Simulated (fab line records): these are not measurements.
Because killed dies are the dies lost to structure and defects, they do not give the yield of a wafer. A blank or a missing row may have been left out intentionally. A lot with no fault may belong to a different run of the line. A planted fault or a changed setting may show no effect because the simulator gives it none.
Which of the tools did it? || flow gf180mcu || 11 lots, 32 wafers sampled, at 4 steps of a route of 602

== WHAT EACH GAUGE READ, for each wafer ==
GF_V3_THK_MEAS_01. Usual: for V3_CVD_00_THK the level is 601 nm and the standard deviation is 6.
{"lot": "L679", "measured": "day 21 06:13", "on": "film metro-02", "V3_CVD_00_THK (nm)": "593 599 589", "flag": ""}
{"lot": "L681", "measured": "day 22 18:55", "on": "film metro-02", "V3_CVD_00_THK (nm)": "608 608 610", "flag": ""}
{"lot": "L686", "measured": "day 24 10:37", "on": "film metro-02", "V3_CVD_00_THK (nm)": "597 603 595", "flag": ""}
{"lot": "L687", "measured": "day 24 15:50", "on": "film metro-04", "V3_CVD_00_THK (nm)": "602 603 604", "flag": ""}
{"lot": "L688", "measured": "day 25 07:42", "on": "film metro-01", "V3_CVD_00_THK (nm)": "597 611 591", "flag": ""}
{"lot": "L689", "measured": "day 25 10:26", "on": "film metro-04", "V3_CVD_00_THK (nm)": "602 602 601", "flag": ""}
{"lot": "L690", "measured": "day 25 10:50", "on": "film metro-04", "V3_CVD_00_THK (nm)": "592 605 598", "flag": ""}
{"lot": "L691", "measured": "day 25 13:34", "on": "film metro-01", "V3_CVD_00_THK (nm)": "604 608 613", "flag": ""}
{"lot": "L692", "measured": "day 26 07:37", "on": "film metro-01", "V3_CVD_00_THK (nm)": "594 597 603", "flag": ""}
{"lot": "L696", "measured": "day 28 02:06", "on": "film metro-04", "V3_CVD_00_THK (nm)": "598 600", "flag": ""}
{"lot": "L701", "measured": "day 28 10:11", "on": "film metro-01", "V3_CVD_00_THK (nm)": "597 600 595", "flag": ""}

GF_V4_THK_MEAS_03. Usual: for V4_CVD_02_THK the level is 846 nm and the standard deviation is 11.
{"lot": "L679", "measured": "day 23 14:13", "on": "film metro-03", "V4_CVD_02_THK (nm)": "851 859 854", "flag": ""}
{"lot": "L681", "measured": "day 24 16:49", "on": "film metro-03", "V4_CVD_02_THK (nm)": "836 841 844", "flag": ""}
{"lot": "L686", "measured": "day 26 08:48", "on": "film metro-03", "V4_CVD_02_THK (nm)": "841 838 854", "flag": ""}
{"lot": "L687", "measured": "day 26 13:59", "on": "film metro-03", "V4_CVD_02_THK (nm)": "850 851 853", "flag": ""}
{"lot": "L688", "measured": "day 27 05:17", "on": "film metro-01", "V4_CVD_02_THK (nm)": "841 824 857", "flag": ""}
{"lot": "L689", "measured": "day 27 07:02", "on": "film metro-01", "V4_CVD_02_THK (nm)": "845 858 859", "flag": ""}
{"lot": "L690", "measured": "day 27 07:22", "on": "film metro-04", "V4_CVD_02_THK (nm)": "823 828 840", "flag": ""}
{"lot": "L691", "measured": "day 27 10:34", "on": "film metro-03", "V4_CVD_02_THK (nm)": "829 851 847", "flag": ""}
{"lot": "L692", "measured": "day 28 02:40", "on": "film metro-01", "V4_CVD_02_THK (nm)": "838 843 854", "flag": ""}
{"lot": "L696", "measured": "day 29 20:04", "on": "film metro-04", "V4_CVD_02_THK (nm)": "832 763", "flag": "OFF"}
{"lot": "L701", "measured": "day 30 03:22", "on": "film metro-04", "V4_CVD_02_THK (nm)": "856 856 856", "flag": ""}

== TOOL THAT RAN EACH LOT (tool first, then ch and the chambers of the sampled wafers, then the start) ==
{"lot": "L679", "GF_M3_STRIP_17": "plasma asher-03 ch 0,1, day 21 05:37", "GF_V4_CVD_02": "pecvd-01 ch 0,1,2, day 23 13:58"}
{"lot": "L681", "GF_M3_STRIP_17": "plasma asher-02 ch 0,1, day 22 18:17", "GF_V4_CVD_02": "pecvd-01 ch 0,1,2, day 24 16:44"}
{"lot": "L686", "GF_M3_STRIP_17": "plasma asher-03 ch 0,1, day 24 09:55", "GF_V4_CVD_02": "pecvd-04 ch 1,2, day 26 08:43"}
{"lot": "L687", "GF_M3_STRIP_17": "plasma asher-04 ch 0,1, day 24 14:53", "GF_V4_CVD_02": "pecvd-04 ch 0,1,2, day 26 13:56"}
{"lot": "L688", "GF_M3_STRIP_17": "plasma asher-02 ch 0,1, day 25 07:05", "GF_V4_CVD_02": "pecvd-01 ch 0,1,2, day 27 05:13"}
{"lot": "L689", "GF_M3_STRIP_17": "plasma asher-02 ch 0,1, day 25 09:50", "GF_V4_CVD_02": "pecvd-03 ch 0,1,2, day 27 06:58"}
{"lot": "L690", "GF_M3_STRIP_17": "plasma asher-02 ch 0,1, day 25 10:13", "GF_V4_CVD_02": "pecvd-04 ch 0,1, day 27 07:18"}
{"lot": "L691", "GF_M3_STRIP_17": "plasma asher-03 ch 0,1, day 25 12:57", "GF_V4_CVD_02": "pecvd-01 ch 1,2, day 27 10:29"}
{"lot": "L692", "GF_M3_STRIP_17": "plasma asher-02 ch 0,1, day 26 07:01", "GF_V4_CVD_02": "pecvd-04 ch 0,1,2, day 28 02:35"}
{"lot": "L696", "GF_M3_STRIP_17": "plasma asher-02 ch 0,1, day 28 01:29", "GF_V4_CVD_02": "pecvd-04 ch 2, day 29 19:59"}
{"lot": "L701", "GF_M3_STRIP_17": "plasma asher-02 ch 0,1, day 28 09:32", "GF_V4_CVD_02": "pecvd-01 ch 0,1, day 30 03:19"}
- GF_M3_STRIP_17: strips in O2/N2.
- GF_V4_CVD_02: deposits SiO2 from TEOS, target thk 850 nm, time 94.851 s.

== AS READ BY THE TOOLS THEMSELVES (means over the sampled wafers that have a number; for cases with no such wafer, the mark the record gives instead) ==
GF_M3_STRIP_17. Usual: drypump motor current A 5.7 A, standard deviation 0.45; heater power w 354 W, standard deviation 51; oes product au 0.536 a.u., standard deviation 0.0046; strip time to endpoint s 7.36 s, standard deviation 0.036.
{"lot": "L679", "tool": "plasma asher-03", "drypump motor current A (A)": 5.5, "heater power w (W)": 311, "oes product au (a.u.)": 0.534, "strip time to endpoint s (s)": 7.34, "flag": ""}
{"lot": "L681", "tool": "plasma asher-02", "drypump motor current A (A)": 5.7, "heater power w (W)": 382, "oes product au (a.u.)": 0.534, "strip time to endpoint s (s)": 7.32, "flag": ""}
{"lot": "L686", "tool": "plasma asher-03", "drypump motor current A (A)": 5.5, "heater power w (W)": 312, "oes product au (a.u.)": 0.539, "strip time to endpoint s (s)": 7.37, "flag": ""}
{"lot": "L687", "tool": "plasma asher-04", "drypump motor current A (A)": 5.6, "heater power w (W)": 314, "oes product au (a.u.)": 0.536, "strip time to endpoint s (s)": 7.37, "flag": ""}
{"lot": "L688", "tool": "plasma asher-02", "drypump motor current A (A)": 5.8, "heater power w (W)": 381, "oes product au (a.u.)": 0.538, "strip time to endpoint s (s)": 7.39, "flag": ""}
{"lot": "L689", "tool": "plasma asher-02", "drypump motor current A (A)": 5.7, "heater power w (W)": 383, "oes product au (a.u.)": 0.535, "strip time to endpoint s (s)": 7.38, "flag": ""}
{"lot": "L690", "tool": "plasma asher-02", "drypump motor current A (A)": 6.1, "heater power w (W)": 393, "oes product au (a.u.)": 0.539, "strip time to endpoint s (s)": 7.34, "flag": ""}
{"lot": "L691", "tool": "plasma asher-03", "drypump motor current A (A)": 5.5, "heater power w (W)": 317, "oes product au (a.u.)": 0.536, "strip time to endpoint s (s)": 7.40, "flag": ""}
{"lot": "L692", "tool": "plasma asher-02", "drypump motor current A (A)": 5.7, "heater power w (W)": 382, "oes product au (a.u.)": 0.533, "strip time to endpoint s (s)": 7.37, "flag": ""}
{"lot": "L696", "tool": "plasma asher-02", "drypump motor current A (A)": 5.9, "heater power w (W)": 390, "oes product au (a.u.)": 0.538, "strip time to endpoint s (s)": 7.30, "flag": ""}
{"lot": "L701", "tool": "plasma asher-02", "drypump motor current A (A)": 5.7, "heater power w (W)": 376, "oes product au (a.u.)": 0.537, "strip time to endpoint s (s)": 7.33, "flag": ""}

GF_V4_CVD_02. Usual: heater power w reads 662 W (standard deviation 90).
{"lot": "L679", "tool": "pecvd-01", "heater power w (W)": 612, "flag": ""}
{"lot": "L681", "tool": "pecvd-01", "heater power w (W)": 680, "flag": ""}
{"lot": "L686", "tool": "pecvd-04", "heater power w (W)": 681, "flag": ""}
{"lot": "L687", "tool": "pecvd-04", "heater power w (W)": 662, "flag": ""}
{"lot": "L688", "tool": "pecvd-01", "heater power w (W)": 699, "flag": ""}
{"lot": "L689", "tool": "pecvd-03", "heater power w (W)": 742, "flag": ""}
{"lot": "L690", "tool": "pecvd-04", "heater power w (W)": 585, "flag": ""}
{"lot": "L691", "tool": "pecvd-01", "heater power w (W)": 801, "flag": ""}
{"lot": "L692", "tool": "pecvd-04", "heater power w (W)": 680, "flag": ""}
{"lot": "L696", "tool": "pecvd-04", "heater power w (W)": 662, "flag": ""}
{"lot": "L701", "tool": "pecvd-01", "heater power w (W)": 642, "flag": ""}

== THE ANSWER, worked out from the rows above alone ==
Rule: take the mean of a lot's wafers that have a number; if it is more than 3 standard deviations from the usual mean, the lot is off. A lot without any number at a reading at which 4 lots or more have one is off too. Any other lot the step has rows for is counted as sound. The gauges are gone through in route order, then the tools' own readings, and for those a lot's mean is taken as printed above. At the first step where some lot is off, the reading lying furthest off is the one used; lots without a number count as furthest.
Off: at GF_V4_THK_MEAS_03 (V4_CVD_02_THK), L696.
If a tool, at a process step before that reading, ran all the lots that are off and no sound lot after the first of them, it fits. Gauges at GF_V4_THK_MEAS_03: tried the same way as those tools. One fits: pecvd-04 at GF_V4_CVD_02. A fault onset in the window from L692 (day 28 02:35, its last sound lot) to L696 (day 29 19:59, its first lot off) fits.

== WHAT HAD BEEN PUT IN BY THE SIMULATOR ==
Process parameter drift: pecvd-04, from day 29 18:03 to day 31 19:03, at GF_V4_CVD_02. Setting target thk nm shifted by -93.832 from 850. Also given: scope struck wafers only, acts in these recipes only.
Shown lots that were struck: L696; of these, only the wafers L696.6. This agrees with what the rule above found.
